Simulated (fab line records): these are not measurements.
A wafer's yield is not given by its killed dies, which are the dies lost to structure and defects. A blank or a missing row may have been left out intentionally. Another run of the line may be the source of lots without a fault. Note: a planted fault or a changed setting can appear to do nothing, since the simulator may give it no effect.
The tool behind it: which one? | flow sky130 | 36 wafers from 12 lots sampled at 5 of the route's 708 steps

== WHAT EACH GAUGE READ, for each wafer ==
SKY_VT_ADJUST_HVTR_CD_MEAS_07: target cd 380 nm. Usual: 379.6 nm for cdNm, sd 2.6.
lot  | measured     | on       | cdNm (nm)         | flag
L155 | day 10 00:53 | cdSem-01 | 382.2 381.2 382.3 | 
L156 | day 10 07:37 | cdSem-01 | 384.1 384.1 383.2 | 
L158 | day 10 19:37 | cdSem-01 | 377.5 377.5 378.3 | 
L159 | day 11 01:24 | cdSem-02 | 380.4 380.4 381.9 | 
L160 | day 11 09:25 | cdSem-01 | 380.1 381.1 381.3 | 
L162 | day 12 17:38 | cdSem-02 | 381.2 381.1 379.5 | 
L163 | day 13 03:48 | cdSem-02 | 377.8 377.8 379.5 | 
L168 | day 14 02:09 | cdSem-01 | 377.9 377.4 377.2 | 
L169 | day 14 10:32 | cdSem-02 | 387.6 389.2 387.7 | OFF
L170 | day 14 12:49 | cdSem-02 | 388.5 389.1 389.4 | OFF
L175 | day 16 04:43 | cdSem-02 | 378.9 376.6 376.2 | 
L177 | day 16 22:24 | cdSem-01 | 380.9 379.1 380.9 | 

SKY_SONOS_ONO_THK_MEAS_01. Usual: for SONOS_ONO_OXIDATION_THK the level is 2.61 nm and the standard deviation is 0.05.
lot  | measured     | on           | SONOS_ONO_OXIDATION_THK (nm) | flag
L155 | day 12 01:34 | filmMetro-01 | 2.58 2.61 2.57               | 
L156 | day 12 09:58 | filmMetro-02 | 2.63 2.65 2.71               | 
L158 | day 12 23:46 | filmMetro-02 | 2.60 2.64 2.52               | 
L159 | day 13 05:33 | filmMetro-02 | 2.60 2.61 2.57               | 
L160 | day 13 14:56 | filmMetro-02 | 2.63 2.62 2.62               | 
L162 | day 15 00:49 | filmMetro-01 | 2.66 2.70 2.61               | 
L163 | day 15 10:05 | filmMetro-04 | 2.64 2.65 2.58               | 
L168 | day 16 16:47 | filmMetro-02 | 2.60 2.63 2.54               | 
L169 | day 16 19:23 | filmMetro-02 | 2.56 2.55 2.64               | 
L170 | day 16 23:40 | filmMetro-02 | 2.58 2.56 2.47               | 
L175 | day 18 18:34 | filmMetro-01 | 2.71 2.55 2.67               | 
L177 | day 19 11:29 | filmMetro-01 | 2.71 2.60 2.65               | 

== WHICH TOOL RAN EACH LOT (tool, then ch and the chambers of the sampled wafers, then the start) ==
lot  | SKY_FIELD_ISO_ETCH_14            | SKY_PWDE_STRIP_09                  | SKY_VT_ADJUST_HVTR_DEVELOP_06
L155 | rieDiel-03 ch 0,1,3, day 2 11:16 | plasmaAsher-03 ch 0,1, day 4 05:46 | lithoTrack-01 ch 0, day 10 00:44
L156 | rieDiel-04 ch 1,2,3, day 2 15:55 | plasmaAsher-04 ch 0,1, day 4 12:22 | lithoTrack-03 ch 0, day 10 07:28
L158 | rieDiel-03 ch 1,2,3, day 3 04:46 | plasmaAsher-01 ch 0,1, day 4 22:07 | lithoTrack-02 ch 0, day 10 19:28
L159 | rieDiel-03 ch 0,1,2, day 3 08:11 | plasmaAsher-04 ch 0,1, day 5 01:41 | lithoTrack-02 ch 0, day 11 01:15
L160 | rieDiel-02 ch 1,2,3, day 3 12:41 | plasmaAsher-04 ch 0, day 5 07:16   | lithoTrack-03 ch 0, day 11 09:16
L162 | rieDiel-02 ch 0,2,3, day 3 23:26 | plasmaAsher-03 ch 0,1, day 6 06:07 | lithoTrack-01 ch 0, day 12 17:29
L163 | rieDiel-04 ch 2,3, day 4 04:04   | plasmaAsher-03 ch 0,1, day 6 13:46 | lithoTrack-02 ch 0, day 13 03:39
L168 | rieDiel-03 ch 0,3, day 5 09:47   | plasmaAsher-01 ch 0,1, day 7 08:46 | lithoTrack-02 ch 0, day 14 02:00
L169 | rieDiel-02 ch 0,1,2, day 5 18:28 | plasmaAsher-01 ch 0,1, day 7 14:56 | lithoTrack-01 ch 0, day 14 10:23
L170 | rieDiel-03 ch 0,1,2, day 5 18:56 | plasmaAsher-04 ch 1, day 7 18:08   | lithoTrack-01 ch 0, day 14 12:40
L175 | rieDiel-02 ch 1,2, day 6 17:29   | plasmaAsher-01 ch 0,1, day 8 21:16 | lithoTrack-03 ch 0, day 16 04:34
L177 | rieDiel-02 ch 1,3, day 7 07:17   | plasmaAsher-03 ch 0, day 9 13:26   | lithoTrack-02 ch 0, day 16 22:15
- SKY_FIELD_ISO_ETCH_14: etches BARC in N2/H2, stops on SiO2, time 45.9 s, target depth 60 nm.
- SKY_PWDE_STRIP_09: strips in O2/N2.
- SKY_VT_ADJUST_HVTR_DEVELOP_06: develop time 60 s.

== AS READ BY THE TOOLS THEMSELVES (means over the sampled wafers that have a number; for cases with no such wafer, the mark the record gives instead) ==
SKY_FIELD_ISO_ETCH_14. Usual: drypumpMotorCurrentA 5.6 A, standard deviation 0.48; h2FlowSccm 199.9 sccm, standard deviation 0.6; oesProductAu 0.855 a.u., standard deviation 0.0049; throttleValvePct 13.225 %, standard deviation 0.0091.
lot  | tool       | drypumpMotorCurrentA (A) | h2FlowSccm (sccm) | oesProductAu (a.u.) | throttleValvePct (%) | flag
L155 | rieDiel-03 | 5.9                      | 199.7             | 0.854               | 13.223               | 
L156 | rieDiel-04 | 5.8                      | 199.8             | 0.850               | 13.226               | 
L158 | rieDiel-03 | 6.0                      | 199.9             | 0.855               | 13.219               | 
L159 | rieDiel-03 | 6.2                      | 199.9             | 0.854               | 13.220               | 
L160 | rieDiel-02 | 5.5                      | 200.6             | 0.854               | 13.224               | 
L162 | rieDiel-02 | 5.2                      | 200.3             | 0.861               | 13.219               | 
L163 | rieDiel-04 | 5.6                      | 199.7             | 0.853               | 13.219               | 
L168 | rieDiel-03 | 5.4                      | 199.8             | 0.855               | 13.224               | 
L169 | rieDiel-02 | 5.5                      | 200.0             | 0.856               | 13.220               | 
L170 | rieDiel-03 | 6.2                      | 200.0             | 0.854               | 13.221               | 
L175 | rieDiel-02 | 5.4                      | 200.0             | 0.855               | 13.221               | 
L177 | rieDiel-02 | 5.6                      | 199.9             | 0.855               | 13.228               | 

SKY_PWDE_STRIP_09. Usual: drypumpMotorCurrentA 5.7 A, standard deviation 0.4; oesProductAu 0.722 a.u., standard deviation 0.0049; stripTimeToEndpointS 36.92 s, standard deviation 0.089.
lot  | tool           | drypumpMotorCurrentA (A) | oesProductAu (a.u.) | stripTimeToEndpointS (s) | flag
L155 | plasmaAsher-03 | 5.9                      | 0.725               | 36.93                    | 
L156 | plasmaAsher-04 | 5.3                      | 0.723               | 36.87                    | 
L158 | plasmaAsher-01 | 5.6                      | 0.718               | 36.98                    | 
L159 | plasmaAsher-04 | 5.7                      | 0.720               | 36.85                    | 
L160 | plasmaAsher-04 | 6.1                      | 0.720               | 36.95                    | 
L162 | plasmaAsher-03 | 6.0                      | 0.717               | 36.84                    | 
L163 | plasmaAsher-03 | 6.0                      | 0.726               | 37.06                    | 
L168 | plasmaAsher-01 | 5.8                      | 0.723               | 36.95                    | 
L169 | plasmaAsher-01 | 5.8                      | 0.725               | 37.03                    | 
L170 | plasmaAsher-04 | 4.9                      | 0.717               | 36.89                    | 
L175 | plasmaAsher-01 | 5.6                      | 0.720               | 36.72                    | 
L177 | plasmaAsher-03 | 6.1                      | 0.724               | 36.81                    | 

== THE ANSWER, worked out from the rows above alone ==
Rule: a lot is off if the mean of its wafers that have a number lies more than 3 standard deviations from the usual mean. Also off: a lot with no number at a reading for which 4 or more lots have one. Any other lot the step has rows for is counted as sound. First the gauges in route order, then the tools' own readings, where a lot's mean is used as printed above. The first step at which some lot is off is used, and at that step the reading that is off furthest; a lot without a number counts as furthest.
Off, at SKY_VT_ADJUST_HVTR_CD_MEAS_07 on cdNm: L169, L170.
If a tool, at a process step before that reading, ran all the lots that are off and no sound lot after the first of them, it fits. Those tools and the gauges at SKY_VT_ADJUST_HVTR_CD_MEAS_07 are tried in the same way. One fits: lithoTrack-01 at SKY_VT_ADJUST_HVTR_DEVELOP_06. Its last sound lot is L162 (day 12 17:29), its first lot that is off L169 (day 14 10:23): a fault that began between those two fits.

== WHAT HAD BEEN PUT IN BY THE SIMULATOR ==
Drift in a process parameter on lithoTrack-01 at SKY_VT_ADJUST_HVTR_DEVELOP_06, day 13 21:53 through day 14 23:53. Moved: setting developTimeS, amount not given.
Lots struck among those shown: L169, L170. The rule given above showed the same thing.
